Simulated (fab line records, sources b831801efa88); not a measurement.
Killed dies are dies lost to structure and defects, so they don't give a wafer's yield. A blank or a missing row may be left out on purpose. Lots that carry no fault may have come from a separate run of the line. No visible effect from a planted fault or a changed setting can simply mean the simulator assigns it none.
Which tool was responsible? | flow sky130 | Sampling: 12 lots, 36 wafers, 2 of 708 route steps

== WHAT THE GAUGES READ, wafer by wafer ==
SKY_CAPM_OVL_MEAS_12.
lot  | measured     | on         | CAPM_OVL (nm)
L075 | day 37 16:42 | overlay-02 | 0.0 -2.5 0.8
L077 | day 38 06:23 | overlay-02 | 0.8 -1.1 0.1
L079 | day 38 22:29 | overlay-01 | -1.4 -1.0 -0.4
L081 | day 39 14:08 | overlay-02 | 0.9 -2.8 -1.3
L083 | day 40 10:05 | overlay-01 | -0.7 0.9 0.9
L085 | day 40 19:05 | overlay-02 | -0.6 -1.0 1.0
L087 | day 41 11:21 | overlay-01 | -1.0 -1.2 -1.6
L089 | day 42 02:58 | overlay-01 | -0.9 -2.6 -0.3
L092 | day 42 21:01 | overlay-01 | 0.2 -0.9 -1.5
L093 | day 43 04:30 | overlay-01 | -0.3 1.0 1.0
L095 | day 43 15:38 | overlay-01 | -0.6 -0.7 0.2
L097 | day 44 01:59 | overlay-01 | 0.5 -0.9 -1.8

== TOOL THAT RAN EACH LOT (tool first, then ch and the chambers of the sampled wafers, then the start) ==
lot  | SKY_CAPM_SPUTTER_02
L075 | pvd_sputter-02, day 36 14:53
L077 | pvd_sputter-02, day 37 04:46
L079 | pvd_sputter-02, day 37 21:38
L081 | pvd_sputter-03, day 38 14:13
L083 | pvd_sputter-02, day 39 10:19
L085 | pvd_sputter-02, day 39 20:01
L087 | pvd_sputter-02, day 40 12:19
L089 | pvd_sputter-01, day 41 02:26
L092 | pvd_sputter-02, day 41 21:00
L093 | pvd_sputter-01, day 42 05:05
L095 | pvd_sputter-02, day 42 16:14
L097 | pvd_sputter-02, day 43 03:51
- SKY_CAPM_SPUTTER_02: material TiN, target thk 200 nm, time 166.7 s.

== THE ANSWER, worked out from the rows above alone ==
Rule: the usual values come from the lots themselves. Put in order of their means at a reading, lots are off if they are a third of the lots or fewer, leave a main group of 4 or more, and stand apart from it by a gap of 3 or more times the standard deviation of the main group's means; of several such gaps the widest counts. A main group is skipped when, at the precision printed for the reading in the tables above, its means are all equal. A lot without any number at a reading at which 4 lots or more have one is off too. The other lots that the step has rows for count as sound.
No lot is off on any of the readings shown, so nothing can be concluded from this.

== WHAT WAS PUT IN BY THE SIMULATOR ==
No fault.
